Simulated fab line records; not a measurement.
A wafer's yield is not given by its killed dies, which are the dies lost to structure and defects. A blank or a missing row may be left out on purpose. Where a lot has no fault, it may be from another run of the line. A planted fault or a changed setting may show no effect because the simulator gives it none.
8D (eight disciplines) problem report, filled in by code :: flow gf180mcu :: the parts of the form that need people (team, actions taken, sign-off) are left out

## 1. THE PROBLEM
Mean MVPSD_OVL at GF_MVPSD_OVL_MEAS_07: 234.1 nm over 6 wafers in 2 lots; fault-free wafers: 2.4 nm, standard deviation 1.1. That is +99 or more standard deviations from the usual mean.
The first sign was on wafer L223.2 at day 6 17:15, on overlay-02. The record has a number at this step for 33 wafers belonging to 11 lots. Rule for "out", or "out of limits": more than 4 standard deviations from the usual mean. The rest of the wafers with a number are treated as sound.

## 2. WHAT IT IS AND WHAT IT IS NOT
question: which readings at this step
is: MVPSD_OVL
is not: -

question: which lots
is: L223, L227
is not: L216, L217, L218, L222, L229, L230, L231, L232, L239

question: which wafers of those lots
is: all that have a number
is not: -

question: read on which gauges
is: overlay-02
is not: overlay-01

question: when
is: from day 6 17:15
is not: up to then (12 sound wafers); but 15 sound wafers of L229, L230, L231, L232, L239 came after

## 3. THE SUSPECTS, EACH WITH WHAT RULES IT OUT
Counting: any tool at a process step up to the reading is kept as a suspect provided that every lot that is out went through it and no sound lot did after the first of them.
- the gauge at GF_MVPSD_OVL_MEAS_07: kept. All the wafers that are out were read on overlay-02, and no step on other tools shows them out.
- iline-stepper-02 at GF_MVPSD_EXPOSE_04 (exposes mask MVPSD, target cd 1000 nm): kept. It ran every lot that is out, first L223 (day 6 10:05), and no sound lot after that.
Remaining after the count are iline-stepper-02 at GF_MVPSD_EXPOSE_04 and overlay-02 at GF_MVPSD_OVL_MEAS_07.

## 4. THE CAUSE (what the simulator had put in)
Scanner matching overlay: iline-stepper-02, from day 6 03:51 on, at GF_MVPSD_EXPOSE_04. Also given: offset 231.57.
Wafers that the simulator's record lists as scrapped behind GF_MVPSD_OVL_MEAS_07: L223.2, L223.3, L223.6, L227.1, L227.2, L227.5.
Of the 2 suspects that counting leaves, this tool is one.

## 5. THE EFFECT CHAIN, in route order
Rows list readings where the struck wafers' mean (over those with a number) sits beyond 3 standard deviations from the usual. Readings are gone through only where the record gives a usual standard deviation; hours: the median, over the lots, of the time from a lot's start at the first step in this table giving one to that lot's start at this step; sigmas: the change measured in usual standard deviations.
hours: 0
step: GF_MVPSD_OVL_MEAS_07
reading: MVPSD_OVL
usual: 2.4 nm
on struck wafers: 234.1
change: +231.7
sigmas: +99 or more

## 6. WHAT WOULD HAVE CAUGHT IT SOONER
13 hours passed between the start of the fault at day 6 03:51 and the first reading out of limits at a measuring or inspecting step in this record, taken at day 6 17:15.
Among the 2 lots that are out, L227 began GF_MVPSD_EXPOSE_04 on iline-stepper-02 after day 6 17:15. A hold on the tool at that time would have spared it.
